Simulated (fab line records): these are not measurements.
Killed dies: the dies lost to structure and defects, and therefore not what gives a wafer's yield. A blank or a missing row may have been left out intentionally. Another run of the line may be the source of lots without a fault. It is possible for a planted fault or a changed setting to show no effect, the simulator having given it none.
fab line records	flow gf180mcu
[record] lots = 13	wafers = 39	lastDay = 34
route steps=602 shown VT_IMPLANT@121 HV_LDD@179 NSD@247
lots with no fault: from the same line, run without faults
startH: the number of hours between the record's first day and the start of the first shown wafer of the lot	waitH: hours from the lot's prior step to this one	" repeats the value in the row above	L1.1+2: one row covering several wafers at once	- value missing, or start not given	* or withheld: withheld	< > ~ a bound
route shown NAME@n: NAME is a module with steps in the file, n the number in the route of the first one	usual: the fault-free wafers' mean and standard deviation	same: alike in all rows	chamber/n: place in a boat	sites: each site's reading	_std_site: the standard deviation of these	_edge_site: inner sites' mean taken away from outer sites' mean	radiusMm: how far each site lies from the wafer's centre	mask NAME#n: copy n	behind: tool/chamber where the wafer was last shaped	hold: the reason the lot was held/the length of the hold in hours/how it ended	device: the transistor (n, p or np) that didn't switch	end of line: the same wafers' tests at the end of the route	a step without rows: its recipe alone	killed: the dies lost at the first sort to structure and to defects; this is not the yield of the wafer	map: the dies of a wafer, with x for killed, . for not killed, _ for no die there
set.NAME: the setting as run; set.NAME@STEP: as run at that earlier step	model.NAME: the simulator's own value behind a step, which no gauge read
the route's steps for a sample of lots (tables are steps, rows are wafers)
services: a tool's chamber out of use, with start hour (startH, from the record's first day; less than 0 if before it), hours out, and reason
[[steps]]
[step GF_VT_IMPLANT_STRIP_31]
[recipe] chemistry = O2/N2	powerW = 1400	pressureMtorr = 1500	platenTempC = 250	o2FlowSccm = 3000	n2FlowSccm = 300	overashFraction = 0.5
[usual] drypumpMotorCurrentA = 5.7/0.52	heaterPowerW = 316/39	oesProductAu = 0.716/0.0044	stripTimeToEndpointS = 12.63/0.035
lot.wafer	tool	chamber	startH	waitH	drypumpMotorCurrentA	heaterPowerW	oesProductAu	rfHoursCounterH	stripTimeToEndpointS
L404.1	plasmaAsher-04	0	159.05	0.1	6.5	332	0.720	49	12.61
L404.3	"	1	"	"	5.4	273	0.715	-	12.60
L404.6	"	0	"	"	6.5	333	0.723	-	12.58
L407.3	plasmaAsher-04	0	176.75	0.1	6.5	334	0.713	-	12.63
L407.4	"	1	"	"	5.4	276	0.715	-	12.65
L407.5	"	0	"	"	6.5	325	0.714	-	12.63
L408.1	plasmaAsher-01	0	186.95	0.1	5.8	311	0.721	7	12.60
L408.2	"	1	"	"	5.1	302	0.724	7	12.58
L408.6	"	0	"	"	5.8	313	0.712	-	12.60
L409.1	plasmaAsher-03	0	193.22	0.1	5.2	401	0.719	60	12.65
L409.3	"	0	"	"	5.2	403	0.715	-	12.64
L409.6	"	0	"	"	5.2	400	0.717	-	12.62
L410.1	plasmaAsher-01	0	195.57	0.1	5.8	299	0.715	8	12.58
L410.2	"	1	"	"	5.1	306	0.718	8	12.60
L410.3	"	1	"	"	5.1	294	0.712	-	12.55
L413.4	plasmaAsher-01	0	214.84	0.1	5.8	312	0.715	-	12.65
L413.5	"	1	"	"	5.1	295	0.716	-	12.66
L413.6	"	0	"	"	5.8	312	0.723	-	12.66
L414.1	plasmaAsher-03	1	218.65	0.1	6.0	304	0.720	63	12.60
L414.4	"	1	"	"	6.0	301	0.721	-	12.62
L414.5	"	1	"	"	6.1	305	0.721	-	12.62
L415.4	plasmaAsher-04	0	225.89	0.1	6.5	343	0.713	-	12.60
L415.5	"	1	"	"	5.4	278	0.714	-	12.61
L415.6	"	0	"	"	6.5	331	0.715	-	12.62
L416.1	plasmaAsher-04	1	232.22	0.1	5.4	267	0.716	55	12.65
L416.2	"	0	"	"	6.5	334	0.714	55	12.64
L416.5	"	0	"	"	6.5	336	0.720	-	12.64
L420.1	plasmaAsher-03	1	259.65	0.1	6.0	308	0.714	68	12.60
L420.3	"	1	"	"	6.0	303	0.715	-	12.60
L420.4	"	0	"	"	5.2	399	0.712	-	12.57
L421.1	plasmaAsher-04	0	264.30	0.1	6.5	351	0.716	58	12.60
L421.3	"	1	"	"	5.4	273	0.721	-	12.62
L421.6	"	0	"	"	6.5	335	0.718	-	12.63
L424.2	plasmaAsher-01	1	284.00	0.1	5.1	299	0.711	18	12.58
L424.4	"	0	"	"	5.8	307	0.711	-	12.59
L424.6	"	0	"	"	5.8	307	0.719	-	12.59
L425.3	plasmaAsher-01	1	289.35	0.1	5.1	293	0.711	-	12.65
L425.5	"	0	"	"	5.8	302	0.707	-	12.66
L425.6	"	1	"	"	5.1	306	0.710	-	12.66
[step GF_HV_LDD_SOFTBAKE_03]
[recipe] tempC = 90	timeS = 60	resist = NOVOLAK
[usual] heaterPowerTotalW = 56.60/0.045	plateTempC = 90.04/0.13	runLengthS = 89.08/0.14
lot.wafer	tool	chamber	startH	waitH	heaterPowerTotalW	plateTempC	runLengthS
L404.1	lithoTrack-02	0	227.93	0.1	56.53	90.10	88.87
L404.3	"	0	"	"	56.58	90.12	89.08
L404.6	"	0	"	"	56.66	89.89	88.88
L407.3	lithoTrack-02	0	245.03	0.1	56.69	89.92	88.89
L407.4	"	0	"	"	56.57	90.11	88.86
L407.5	"	0	"	"	56.61	90.00	88.91
L408.1	lithoTrack-02	0	258.88	0.1	56.71	90.09	89.20
L408.2	"	0	"	"	56.60	90.28	89.01
L408.6	"	0	"	"	56.60	90.35	89.03
L409.1	lithoTrack-03	0	265.57	0.1	56.64	90.04	89.03
L409.3	"	0	"	"	56.60	90.03	89.25
L409.6	"	0	"	"	56.50	90.01	89.14
L410.1	lithoTrack-03	0	270.27	0.1	56.60	89.87	89.06
L410.2	"	0	"	"	56.58	90.08	89.05
L410.3	"	0	"	"	56.49	90.10	89.31
L413.4	lithoTrack-03	0	287.24	0.1	56.60	90.19	89.30
L413.5	"	0	"	"	56.53	90.10	89.19
L413.6	"	0	"	"	56.55	89.70	89.17
L414.1	lithoTrack-02	0	293.68	0.1	56.71	90.06	89.03
L414.4	"	0	"	"	56.60	90.40	88.93
L414.5	"	0	"	"	56.56	90.23	89.26
L415.4	lithoTrack-03	0	301.19	0.1	56.61	90.14	89.42
L415.5	"	0	"	"	56.63	90.09	89.47
L415.6	"	0	"	"	56.66	90.23	89.02
L416.1	lithoTrack-02	0	308.23	0.1	56.57	90.14	89.09
L416.2	"	0	"	"	56.60	90.34	88.97
L416.5	"	0	"	"	56.54	89.90	89.14
L420.1	lithoTrack-03	0	339.31	0.1	56.62	90.12	106.10
L420.3	"	0	"	"	56.61	90.01	106.17
L420.4	"	0	"	"	56.60	90.02	106.14
L421.1	lithoTrack-02	0	344.58	0.1	56.61	90.07	89.07
L421.3	"	0	"	"	56.63	90.04	88.97
L421.6	"	0	"	"	56.62	90.09	88.97
L424.2	lithoTrack-03	0	365.09	0.1	56.56	90.01	106.16
L424.4	"	0	"	"	56.65	90.14	106.35
L424.6	"	0	"	"	56.66	90.07	106.28
L425.3	lithoTrack-01	0	370.09	0.1	56.57	89.93	89.08
L425.5	"	0	"	"	56.60	90.12	89.01
L425.6	"	0	"	"	56.63	90.09	89.08
[step GF_HV_LDD_STRIP_49]
[recipe] chemistry = O2/N2	powerW = 1400	pressureMtorr = 1500	platenTempC = 250	o2FlowSccm = 3000	n2FlowSccm = 300	overashFraction = 0.5
[usual] drypumpMotorCurrentA = 5.6/0.54	heaterPowerW = 328/41	oesProductAu = 0.716/0.0052	stripTimeToEndpointS = 12.62/0.047
lot.wafer	tool	chamber	startH	waitH	drypumpMotorCurrentA	heaterPowerW	oesProductAu	rfHoursCounterH	stripTimeToEndpointS
L404.1	plasmaAsher-03	0	295.87	0.1	5.2	390	0.716	71	12.59
L404.3	"	1	"	"	6.0	302	0.726	-	12.61
L404.6	"	0	"	"	5.2	394	0.715	-	12.64
L407.3	plasmaAsher-04	1	315.00	0.1	5.4	267	0.712	-	12.58
L407.4	"	0	"	"	6.5	324	0.700	-	12.60
L407.5	"	0	"	"	6.5	330	0.705	-	12.59
L408.1	plasmaAsher-02	1	330.35	0.1	5.8	305	0.713	53	12.63
L408.2	"	0	"	"	4.8	329	0.714	53	12.60
L408.6	"	1	"	"	5.9	306	0.717	-	12.62
L409.1	plasmaAsher-02	1	339.49	0.1	5.8	305	0.714	54	12.62
L409.3	"	0	"	"	4.8	323	0.716	-	12.64
L409.6	"	0	"	"	4.8	323	0.713	-	12.64
L410.1	plasmaAsher-03	0	342.89	0.1	5.2	405	0.710	77	12.58
L410.2	"	1	"	"	6.0	311	0.713	77	12.59
L410.3	"	1	"	"	6.0	308	0.717	-	12.56
L413.4	plasmaAsher-04	1	363.75	0.1	5.4	281	0.712	-	12.62
L413.5	"	0	"	"	6.5	326	0.718	-	12.67
L413.6	"	1	"	"	5.4	275	0.711	-	12.64
L414.1	plasmaAsher-03	1	368.55	0.1	6.0	307	0.716	79	12.78
L414.4	"	0	"	"	5.2	404	0.711	-	12.74
L414.5	"	0	"	"	5.2	394	0.722	-	12.71
L415.4	plasmaAsher-04	0	377.18	0.1	6.5	335	0.714	-	12.53
L415.5	"	1	"	"	5.4	270	0.718	-	12.54
L415.6	"	0	"	"	6.5	324	0.715	-	12.57
L416.1	plasmaAsher-03	1	386.60	0.1	5.9	297	0.718	81	12.62
L416.2	"	0	"	"	5.1	402	0.705	81	12.59
L416.5	"	1	"	"	6.0	311	0.711	-	12.59
L420.1	plasmaAsher-03	1	420.14	0.1	6.1	305	0.711	85	12.59
L420.3	"	0	"	"	5.2	406	0.722	-	12.58
L420.4	"	1	"	"	6.0	305	0.725	-	12.62
L421.1	plasmaAsher-02	0	426.17	0.1	4.8	321	0.721	62	12.54
L421.3	"	0	"	"	4.8	325	0.720	-	12.59
L421.6	"	1	"	"	5.8	296	0.715	-	12.59
L424.2	plasmaAsher-02	1	448.67	0.1	5.8	306	0.718	65	12.58
L424.4	"	1	"	"	5.8	311	0.722	-	12.64
L424.6	"	0	"	"	4.8	323	0.709	-	12.56
L425.3	plasmaAsher-03	0	453.93	0.1	5.1	403	0.715	-	12.60
L425.5	"	0	"	"	5.2	406	0.718	-	12.61
L425.6	"	1	"	"	6.0	301	0.713	-	12.62
[step GF_NSD_TW_MEAS_12]
[usual] NSD_TW = 4262/58
lot.wafer	tool	chamber	startH	waitH	NSD_TW
L404.1	filmMetro-01	-	319.89	0.1	4217
L404.3	"	-	"	"	4221
L404.6	"	-	"	"	4256
L407.3	filmMetro-03	-	339.74	0.1	4325
L407.4	"	-	"	"	4324
L407.5	"	-	"	"	4315
L408.1	filmMetro-01	-	354.79	0.1	4222
L408.2	"	-	"	"	4211
L408.6	"	-	"	"	4189
L409.1	filmMetro-03	-	365.09	0.1	4323
L409.3	"	-	"	"	4324
L409.6	"	-	"	"	4333
L410.1	filmMetro-03	-	369.18	0.1	4348
L410.2	"	-	"	"	4335
L410.3	"	-	"	"	4331
L413.4	filmMetro-02	-	389.82	0.1	4251
L413.5	"	-	"	"	4263
L413.6	"	-	"	"	4264
L414.1	filmMetro-03	-	394.97	0.1	4325
L414.4	"	-	"	"	4312
L414.5	"	-	"	"	4288
L415.4	filmMetro-02	-	403.15	0.1	4257
L415.5	"	-	"	"	4241
L415.6	"	-	"	"	4263
L416.1	filmMetro-02	-	413.14	0.1	4272
L416.2	"	-	"	"	4264
L416.5	"	-	"	"	4284
L420.1	filmMetro-01	-	448.03	0.1	4207
L420.3	"	-	"	"	4190
L420.4	"	-	"	"	4204
L421.1	filmMetro-01	-	453.83	0.1	4220
L421.3	"	-	"	"	4204
L421.6	"	-	"	"	4212
L424.2	filmMetro-02	-	475.84	0.1	4244
L424.4	"	-	"	"	4235
L424.6	"	-	"	"	4247
L425.3	filmMetro-02	-	481.05	0.1	4234
L425.5	"	-	"	"	4247
L425.6	"	-	"	"	4240
[[services]]
tool	chamber	startH	hours	kind
lithoTrack-02	-	163.66	-	consumableReplace:filter
plasmaAsher-04	-	186.87	14.6	pm
plasmaAsher-03	-	190.70	2.5	repair
plasmaAsher-04	-	210.38	0.9	repair
plasmaAsher-01	-	303.19	6.4	repair
plasmaAsher-03	-	314.43	0.8	repair
plasmaAsher-04	-	329.59	2.6	repair
plasmaAsher-02	-	362.67	1.3	repair
plasmaAsher-04	-	380.84	12.4	repair
plasmaAsher-02	-	416.05	3.4	repair
plasmaAsher-04	-	421.25	9.0	pm
plasmaAsher-04	0	421.25	9.0	ventCycle
plasmaAsher-04	1	421.25	9.0	ventCycle
plasmaAsher-04	0	430.25	-	clean
plasmaAsher-04	1	430.25	-	clean
plasmaAsher-03	-	432.87	0.5	repair
plasmaAsher-01	-	451.30	1.8	repair
[[key]]
[firstSign] step = GF_HV_LDD_SOFTBAKE_03	reading = runLengthS	direction = up	sigmas = 99+	usual = *	struck = *
effect none on later readings
metAt GF_HV_LDD_SOFTBAKE_03
struckLots L420,L424
testerLeftOut L420,L424
notActingAt GF_VT_IMPLANT_STRIP_31,GF_HV_LDD_STRIP_49,GF_NSD_TW_MEAS_12
onsetBetween 301.19 339.31
[fault] kind = processParameterDrift	tool = lithoTrack-03	chamber = -	onsetH = 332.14	steps = GF_HV_LDD_SOFTBAKE_03	channel = timeS	offset = *	shape = step	endH = 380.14	actsIn = *	stated = *
// testerLeftOut: of these lots the tester's yield and bins aren't shown, on N5 and GAA mostly nor the transistor test; their killed dies are dies lost to structure and defects alone, not to doping, threshold or leakage, so they don't give the yield
